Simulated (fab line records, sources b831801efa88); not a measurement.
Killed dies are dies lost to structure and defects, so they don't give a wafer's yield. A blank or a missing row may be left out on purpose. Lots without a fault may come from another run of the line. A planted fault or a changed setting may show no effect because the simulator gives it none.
One fault seen from 2 desks | flow gf180mcu | each desk has only its own numbers; what lay behind them comes last

THE METROLOGY DESK
What the gauges read, lot by lot, whatever tool the lot ran on: means of the sampled wafers that have a number. A lot is out of limits, marked OUT, if its mean lies more than 4 standard deviations from the usual mean; the brackets give that distance.
Columns: A = cd_nm at GF_STI_CD_MEAS_12, usual 219.4 nm; B = STI_OXIDATION_01_THK at GF_STI_THK_MEAS_22, usual 15.06 nm; C = STI_CVD_23_THK at GF_STI_THK_MEAS_24, usual 648 nm
lot  | first seen here | A     | B     | C
L854 | day 2 08:44     | 220.3 | 14.75 | 648
L855 | day 2 12:05     | 217.8 | 15.05 | 649
L856 | day 2 16:10     | 218.9 | 14.93 | 646
L859 | day 3 09:35     | 218.8 | 14.82 | 642
L861 | day 3 17:50     | 220.1 | 14.83 | 643
L865 | day 4 15:41     | 219.1 | 15.15 | 652
L868 | day 5 05:56     | 220.9 | 15.10 | 645
L869 | day 5 12:07     | 220.2 | 15.15 | 658
L870 | day 5 17:49     | 220.7 | 15.55 | 634
L871 | day 6 00:02     | 218.1 | 15.48 | 637
L872 | day 6 03:38     | 219.8 | 15.03 | 649
L873 | day 6 08:20     | 217.9 | 15.29 | 647
L875 | day 6 18:44     | 219.4 | 15.18 | 638
This desk's finding: nothing out of limits on any of the 13 lots.

THE TOOL OWNER'S DESK: rie_diel-02
The tool's own readings at GF_STI_ETCH_13 (etches the open film in CHF3/O2, stops on Si, target depth 282.31 nm, time 112.9 s): means of the sampled wafers that have a number, for each lot that ran on this tool. A lot is out of limits, marked OUT, if its mean lies more than 4 standard deviations from the usual mean; the brackets give that distance.
Columns: A = drypump_motor_current_A at GF_STI_ETCH_13, usual 5.8 A; B = oes_product_au at GF_STI_ETCH_13, usual 0.831 a.u.; C = throttle_valve_pct at GF_STI_ETCH_13, usual 8.810 %
lot  | first seen here | A   | B     | C
L855 | day 2 12:11     | 5.2 | 0.824 | 8.805
L856 | day 2 16:14     | 5.9 | 0.831 | 8.807
L859 | day 3 09:42     | 5.5 | 0.829 | 8.806
L861 | day 3 17:57     | 5.4 | 0.828 | 8.796
L865 | day 4 15:49     | 5.8 | 0.837 | 8.809
This desk's finding: nothing out of limits on any of the 5 lots.

PUT TOGETHER
The metrology desk saw nothing out of limits.
The tool owner's desk saw nothing out of limits.

WHAT THE SIMULATOR HAD PUT IN
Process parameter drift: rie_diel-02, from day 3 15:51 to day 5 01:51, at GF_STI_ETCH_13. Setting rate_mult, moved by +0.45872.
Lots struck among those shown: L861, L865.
